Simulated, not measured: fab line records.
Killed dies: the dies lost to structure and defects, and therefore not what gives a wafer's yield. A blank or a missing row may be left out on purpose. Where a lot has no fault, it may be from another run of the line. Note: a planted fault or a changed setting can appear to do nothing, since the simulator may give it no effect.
The tool behind it: which one? ; flow gf180mcu ; 24 lots with 72 wafers sampled at 6 steps, on a route of 602 steps

## WHAT THE GAUGES SHOWED, per wafer
GF_V1_CD_MEAS_14: target cd 260 nm.
lot;measured;on;cd nm (nm)
L074;day 17 21:47;cd sem-02;261.0 261.1 260.8
L075;day 18 04:58;cd sem-01;259.7 259.6 259.7
L076;day 18 16:31;cd sem-01;263.2 262.0 261.0
L077;day 19 01:11;cd sem-01;260.3 260.4 260.2
L078;day 19 17:19;cd sem-01;261.7 259.3 260.2
L079;day 20 01:45;cd sem-01;260.3 259.8 259.7
L080;day 20 09:42;cd sem-01;260.8 260.5 260.1
L081;day 20 17:45;cd sem-02;260.5 260.8 261.4
L082;day 21 01:01;cd sem-01;258.8 259.1 259.8
L083;day 21 10:24;cd sem-02;261.3 260.5 260.8
L084;day 21 18:10;cd sem-02;259.9 260.6 261.4
L085;day 22 09:43;cd sem-02;258.9 257.9 259.2
L086;day 22 13:31;cd sem-02;261.6 260.9 261.9
L087;day 22 18:53;cd sem-02;261.6 261.8 260.5
L088;day 23 08:41;cd sem-02;260.7 260.6 260.1
L090;day 24 00:10;cd sem-02;258.2 259.4 259.5
L089;day 24 01:24;cd sem-01;260.5 259.5 259.5
L091;day 24 14:31;cd sem-01;258.3 257.5 259.4
L092;day 24 17:19;cd sem-01;260.5 260.1 261.1
L093;day 24 22:17;cd sem-02;259.3 258.6 259.8
L094;day 25 07:49;cd sem-02;261.7 262.0 262.6
L095;day 25 09:07;cd sem-02;262.4 261.9 261.4
L096;day 25 21:56;cd sem-02;260.5 261.7 260.8
L097;day 26 00:41;cd sem-02;258.4 259.2 260.0

GF_V2_THK_MEAS_25: measures by xrf.
lot;measured;on;V2_W_THK (nm)
L074;day 20 02:34;film metro-02;339 338 349
L075;day 20 08:56;film metro-04;363 360 343
L076;day 20 20:02;film metro-04;356 361 356
L077;day 21 06:16;film metro-02;341 345 357
L078;day 21 21:17;film metro-04;342 345 363
L079;day 22 05:02;film metro-01;330 349 328
L080;day 22 12:56;film metro-02;340 357 343
L081;day 22 20:41;film metro-04;337 350 333
L082;day 23 04:53;film metro-02;348 345 341
L083;day 23 12:58;film metro-01;348 349 347
L084;day 23 22:01;film metro-02;346 349 332
L085;day 24 10:47;film metro-04;350 350 351
L086;day 24 15:14;film metro-01;347 348 346
L087;day 24 20:11;film metro-01;349 350 348
L088;day 25 08:51;film metro-04;349 348 337
L090;day 26 01:10;film metro-04;343 348 346
L089;day 26 01:32;film metro-02;348 348 346
L091;day 26 13:44;film metro-02;346 332 353
L092;day 26 16:15;film metro-04;337 346 356
L093;day 26 23:31;film metro-04;353 347 334
L094;day 27 06:29;film metro-04;350 348 345
L095;day 27 06:59;film metro-02;336 347 339
L096;day 27 19:40;film metro-02;351 341 347
L097;day 27 22:09;film metro-04;348 352 350

GF_M4_THK_MEAS_06: measures by xrf.
lot;measured;on;M4_ALCU_THK (nm)
L074;day 22 05:25;film metro-03;457 450 450
L075;day 22 12:16;film metro-03;443 435 438
L076;day 22 22:19;film metro-04;448 447 447
L077;day 23 07:41;film metro-04;433 434 434
L078;day 23 23:26;film metro-04;419 427 428
L079;day 24 06:40;film metro-01;437 436 434
L080;day 24 14:18;film metro-03;443 443 444
L081;day 25 01:56;film metro-01;439 439 439
L082;day 25 05:50;film metro-04;449 446 446
L083;day 25 12:09;film metro-01;435 432 435
L084;day 26 00:11;film metro-01;436 432 435
L085;day 26 08:46;film metro-01;430 430 432
L086;day 26 13:41;film metro-01;441 443 452
L087;day 26 21:26;film metro-04;444 439 443
L088;day 27 06:22;film metro-03;442 435 435
L090;day 28 12:48;film metro-03;450 451 447
L089;day 27 23:18;film metro-01;435 432 434
L091;day 28 10:38;film metro-01;437 443 441
L092;day 28 12:19;film metro-01;431 436 436
L093;day 28 19:10;film metro-04;437 440 441
L094;day 29 02:13;film metro-03;438 435 441
L095;day 29 02:29;film metro-04;447 443 449
L096;day 29 14:04;film metro-03;441 444 445
L097;day 29 16:11;film metro-01;440 439 438

## TOOL THAT RAN EACH LOT (tool first, then ch and the chambers of the sampled wafers, then the start)
lot;GF_V1_STRIP_18;GF_M3_SPUTTER_04;GF_M4_SPUTTER_04
L074;plasma asher-01 ch 0,1, day 17 22:03;pvd sputter-01, day 20 03:05;pvd sputter-04, day 22 05:14
L075;plasma asher-01 ch 1, day 18 05:14;pvd sputter-01, day 20 09:28;pvd sputter-01, day 22 12:06
L076;plasma asher-01 ch 0,1, day 18 16:47;pvd sputter-01, day 20 20:34;pvd sputter-03, day 22 22:09
L077;plasma asher-04 ch 0,1, day 19 01:27;pvd sputter-01, day 21 06:47;pvd sputter-01, day 23 07:31
L078;plasma asher-04 ch 0,1, day 19 17:35;pvd sputter-02, day 21 21:49;pvd sputter-01, day 23 23:16
L079;plasma asher-04 ch 0,1, day 20 02:02;pvd sputter-03, day 22 05:35;pvd sputter-03, day 24 06:30
L080;plasma asher-01 ch 0,1, day 20 09:59;pvd sputter-03, day 22 13:28;pvd sputter-03, day 24 14:08
L081;plasma asher-03 ch 0,1, day 20 18:02;pvd sputter-01, day 22 21:13;pvd sputter-04, day 25 01:46
L082;plasma asher-04 ch 0,1, day 21 01:18;pvd sputter-03, day 23 05:25;pvd sputter-04, day 25 05:40
L083;plasma asher-01 ch 0,1, day 21 10:45;pvd sputter-02, day 23 13:31;pvd sputter-03, day 25 11:59
L084;plasma asher-01 ch 0, day 21 18:26;pvd sputter-03, day 23 22:32;pvd sputter-01, day 26 00:01
L085;plasma asher-01 ch 0,1, day 22 09:59;pvd sputter-02, day 24 11:21;pvd sputter-01, day 26 08:36
L086;plasma asher-03 ch 0,1, day 22 13:47;pvd sputter-01, day 24 15:46;pvd sputter-04, day 26 13:31
L087;plasma asher-04 ch 0,1, day 22 19:09;pvd sputter-01, day 25 00:38;pvd sputter-04, day 26 21:16
L088;plasma asher-03 ch 1, day 23 08:59;pvd sputter-01, day 25 09:23;pvd sputter-03, day 27 06:12
L090;plasma asher-04 ch 0,1, day 24 00:27;pvd sputter-02, day 26 01:47;pvd sputter-04, day 27 21:53
L089;plasma asher-04 ch 1, day 24 01:41;pvd sputter-01, day 26 02:04;pvd sputter-01, day 27 23:08
L091;plasma asher-01 ch 0,1, day 24 14:47;pvd sputter-03, day 26 14:16;pvd sputter-03, day 28 10:28
L092;plasma asher-04 ch 1, day 24 17:36;pvd sputter-01, day 26 16:47;pvd sputter-03, day 28 12:10
L093;plasma asher-01 ch 0,1, day 24 22:35;pvd sputter-02, day 27 00:03;pvd sputter-03, day 28 19:00
L094;plasma asher-03 ch 0, day 25 08:06;pvd sputter-03, day 27 07:01;pvd sputter-01, day 29 02:03
L095;plasma asher-01 ch 0,1, day 25 09:24;pvd sputter-01, day 27 07:31;pvd sputter-04, day 29 02:20
L096;plasma asher-04 ch 0, day 25 22:14;pvd sputter-03, day 27 20:13;pvd sputter-01, day 29 13:55
L097;plasma asher-04 ch 0,1, day 26 00:59;pvd sputter-03, day 27 22:41;pvd sputter-03, day 29 16:02
- GF_V1_STRIP_18: strips in O2/N2.
- GF_M3_SPUTTER_04: material TiN, target thk 50 nm, time 41.7 s.
- GF_M4_SPUTTER_04: material TiN, target thk 50 nm, time 41.7 s.

## WHAT THE TOOLS THEMSELVES READ (means of the sampled wafers that have a number; where no wafer has one, the mark that the record gives instead)
GF_V1_STRIP_18.
lot;tool;drypump motor current A (A);heater power w (W);oes product au (a.u.)
L074;plasma asher-01;6.11;321;0.597
L075;plasma asher-01;6.10;272;0.591
L076;plasma asher-01;6.10;294;0.594
L077;plasma asher-04;5.83;385;0.594
L078;plasma asher-04;5.87;339;0.594
L079;plasma asher-04;5.81;380;0.592
L080;plasma asher-01;6.10;316;0.593
L081;plasma asher-03;6.54;296;0.594
L082;plasma asher-04;5.87;337;0.597
L083;plasma asher-01;6.10;318;0.594
L084;plasma asher-01;6.11;341;0.593
L085;plasma asher-01;6.11;297;0.595
L086;plasma asher-03;6.55;301;0.591
L087;plasma asher-04;5.87;337;0.595
L088;plasma asher-03;6.63;297;0.592
L090;plasma asher-04;5.84;383;0.593
L089;plasma asher-04;5.92;291;0.595
L091;plasma asher-01;6.10;297;0.594
L092;plasma asher-04;5.91;293;0.594
L093;plasma asher-01;6.09;300;0.588
L094;plasma asher-03;6.40;291;0.592
L095;plasma asher-01;6.10;296;0.600
L096;plasma asher-04;5.78;434;0.595
L097;plasma asher-04;5.83;379;0.599

GF_M3_SPUTTER_04.
lot;tool;throttle valve pct (%)
L074;pvd sputter-01;30.3
L075;pvd sputter-01;30.2
L076;pvd sputter-01;30.0
L077;pvd sputter-01;30.1
L078;pvd sputter-02;30.8
L079;pvd sputter-03;29.6
L080;pvd sputter-03;28.9
L081;pvd sputter-01;30.1
L082;pvd sputter-03;29.1
L083;pvd sputter-02;30.4
L084;pvd sputter-03;29.6
L085;pvd sputter-02;30.1
L086;pvd sputter-01;30.2
L087;pvd sputter-01;30.2
L088;pvd sputter-01;30.1
L090;pvd sputter-02;30.5
L089;pvd sputter-01;30.3
L091;pvd sputter-03;28.7
L092;pvd sputter-01;29.9
L093;pvd sputter-02;29.6
L094;pvd sputter-03;29.6
L095;pvd sputter-01;29.9
L096;pvd sputter-03;29.3
L097;pvd sputter-03;29.8

GF_M4_SPUTTER_04.
lot;tool;throttle valve pct (%)
L074;pvd sputter-04;29.2
L075;pvd sputter-01;30.2
L076;pvd sputter-03;29.1
L077;pvd sputter-01;29.7
L078;pvd sputter-01;30.0
L079;pvd sputter-03;28.9
L080;pvd sputter-03;28.9
L081;pvd sputter-04;29.3
L082;pvd sputter-04;29.4
L083;pvd sputter-03;29.8
L084;pvd sputter-01;29.8
L085;pvd sputter-01;30.2
L086;pvd sputter-04;29.4
L087;pvd sputter-04;29.2
L088;pvd sputter-03;29.6
L090;pvd sputter-04;29.0
L089;pvd sputter-01;29.9
L091;pvd sputter-03;28.8
L092;pvd sputter-03;29.9
L093;pvd sputter-03;29.9
L094;pvd sputter-01;30.2
L095;pvd sputter-04;29.0
L096;pvd sputter-01;30.1
L097;pvd sputter-03;30.4

## THE ANSWER, worked out from the rows above alone
Rule: the usual values come from the lots themselves. The widest of any qualifying gaps counts: lots, ordered by their means at a reading, are off when they make up no more than a third of the lots, leave a main group of 4 or more, and stand apart from it by 3 or more times the standard deviation of that group's means. A main group is skipped when, at the precision printed for the reading in the tables above, its means are all equal. Also off: a lot with no number at a reading for which 4 or more lots have one. The other lots that the step has rows for count as sound. After the gauges, taken in route order, come the tools' own readings; for these a lot's mean is taken, as printed above. The first step at which some lot is off is used, and at that step the reading that is off furthest; a lot without a number counts as furthest.
No lot is off on any of the readings shown, so nothing can be concluded from this.

## WHAT WAS PUT IN BY THE SIMULATOR
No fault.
